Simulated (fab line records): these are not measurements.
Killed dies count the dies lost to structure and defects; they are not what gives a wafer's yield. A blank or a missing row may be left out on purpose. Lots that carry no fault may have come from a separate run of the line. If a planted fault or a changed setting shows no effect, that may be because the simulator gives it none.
A struck lot beside a sound one + flow sky130 + 16 out of 708 route steps
Sound: the wafers L249.3, L249.4, L249.6. Struck: wafers L262.1, L262.3 (left out: L262.2, a lot-mate that was not struck); the cause follows at the end.
Per side, at each step with rows, come the tool, then ch with its chambers, and then its first start. Under that, the readings that differ: sound wafers + struck wafers + difference of the means + sigmas: that difference in standard deviations of wafers without a fault.
alike: readings with means less than 2 such deviations apart, plus words and numbers identical on both sides. not compared: withheld readings, readings lacking a value on some wafer, bounds such as >300 that could conceal the same value, and numbers that have no deviation in the record and whose values overlap.
The two part at a step that has a row with sigmas, a row that says differs or no value, or rows on one side only. Non-overlapping numbers with no deviation appear without sigmas and do not part them. Lack of a reading on every wafer of one side parts them only where that side has two or more wafers.

first, 7 steps without rows for these wafers: SKY_METAL4_HMDS_06 (prime time 60 s); SKY_METAL4_COAT_07 (resist thk 60 nm); SKY_METAL4_COAT_08 (resist thk 1140 nm); SKY_METAL4_SOFTBAKE_09 (time 90 s); SKY_METAL4_EXPOSE_10 (exposes mask MM4, target cd 300 nm); SKY_METAL4_PEB_11; SKY_METAL4_DEVELOP_12 (develop time 60 s).
SKY_METAL4_CD_MEAS_13: target cd 300 nm.
  sound on cdSem-01 at day 42 12:23; struck on cdSem-01 at day 46 10:51
  alike: cdNm
SKY_METAL4_OVL_MEAS_14:
  sound on overlay-01 at day 42 12:29; struck on overlay-02 at day 46 10:58
| reading         | sound     | struck | difference | sigmas |
|-----------------|-----------|--------|------------|--------|
| METAL4_OVL (nm) | -9 -9 -11 | 0 7    | +13        | +2     |
SKY_METAL4_DESCUM_15: chemistry O2, time 8 s.
  sound on rieMetal-03 ch 0,1, day 42 12:31; struck on rieMetal-01 ch 1, day 46 11:01
  alike: drypumpMotorCurrentA, oesProductAu, rfFwdPowerW
  not compared: rfHoursCounterH
SKY_METAL4_ETCH_16: etches BARC in N2/H2, stops on SiO2, time 88.2 s, target depth 60 nm.
  sound on rieMetal-03 ch 0,1, day 42 12:34; struck on rieMetal-01 ch 1, day 46 11:02
  alike: drypumpMotorCurrentA, oesProductAu, rfFwdPowerW, throttleValvePct
  not compared: rfHoursCounterH
SKY_METAL4_ETCH_17: etches SiO2 in C4F8/O2/Ar, stops on TiN, time 3.9 s, target depth 15 nm.
  sound on rieDiel-01 ch 1,3, day 42 12:38; struck on rieDiel-02 ch 1,3, day 46 11:08
  alike: oesProductAu, rfFwdPowerW
  not compared: rfHoursCounterH
SKY_METAL4_METAL_ETCH_18: etches the open film in Cl2/BCl3, stops on SiO2, target depth 845 nm, time 183.1 s.
  sound on rieMetal-01 ch 0,1, day 42 12:43; struck on rieMetal-02 ch 1, day 46 11:10
| reading                                      | sound             | struck      | difference | sigmas |
|----------------------------------------------|-------------------|-------------|------------|--------|
| rfFwdPowerW (W)                              | 892 897 893       | 1038 1034   | +142       | +46    |
| model.KrF-thick_of_METAL4_COAT_08.thkNm (nm) | 526.9 530.3 524.3 | 450.2 459.3 | -72.4      |        |
| model.METAL4.cdNm (nm)                       | 302.5 303.6 302.9 | 293.5 291.9 | -10.3      |        |
| model.SiO2_of_VIA3_HDPCVD_00.thkNm (nm)      | 434.2 434.1 435.5 | 432.2 432.3 | -2.4       |        |
  alike: drypumpMotorCurrentA, oesProductAu, throttleValvePct
  not compared: rfHoursCounterH
SKY_METAL4_STRIP_19: strips in O2/N2.
  sound on plasmaAsher-03 ch 0,1, day 42 12:52; struck on plasmaAsher-01 ch 0,1, day 46 11:20
| reading                  | sound             | struck      | difference | sigmas |
|--------------------------|-------------------|-------------|------------|--------|
| oesProductAu (a.u.)      | 0.503 0.506 0.500 | 0.466 0.480 | -0.030     | -6     |
| stripTimeToEndpointS (s) | 6.54 6.56 6.49    | 5.77 5.88   | -0.71      | -12    |
  alike: drypumpMotorCurrentA
  not compared: rfHoursCounterH
then, 1 step without rows for these wafers: SKY_METAL4_STRIP_20 (strips in post etch residue remover, time 1200 s).
-- the record jumps here: 3 days lie between the struck wafers' starts before and after (it left off in module METAL4 and takes up again in module PAD_OPEN, whose first step shown is number 708 of the route) --
SKY_PAD_OPEN_PROBE_99:
  sound on prober-01 at day 46 09:59; struck on prober-02 at day 49 20:31
| reading                       | sound              | struck        | difference | sigmas |
|-------------------------------|--------------------|---------------|------------|--------|
| killed_at_M4_up               | 10 6 4             | 0 2           | -6         | -3     |
| model.etest.met4.widthNm (nm) | 298.4 302.6 303.1  | 294.6 291.4   | -8.4       |        |
| model.etest.met4.lineOhmUm    | 0.143 0.1399 0.139 | 0.1431 0.1463 | +0.0041    |        |
  alike: defectLimitedYield, killed_at_M0_to_M3, killedAtContacts, killedAtFrontEnd, killedAtOther, killedDies, killedOnRim, killedOpen, killedShort, sort_bin_3_pad_short, sort_bin_5_function, sort_bin_6_memory, sortNPass, sortYieldPct

== WHERE THEY PART ==
At SKY_METAL4_OVL_MEAS_14 first; at SKY_PAD_OPEN_PROBE_99 last (within this record only).

WHY: what had been put in by the simulator
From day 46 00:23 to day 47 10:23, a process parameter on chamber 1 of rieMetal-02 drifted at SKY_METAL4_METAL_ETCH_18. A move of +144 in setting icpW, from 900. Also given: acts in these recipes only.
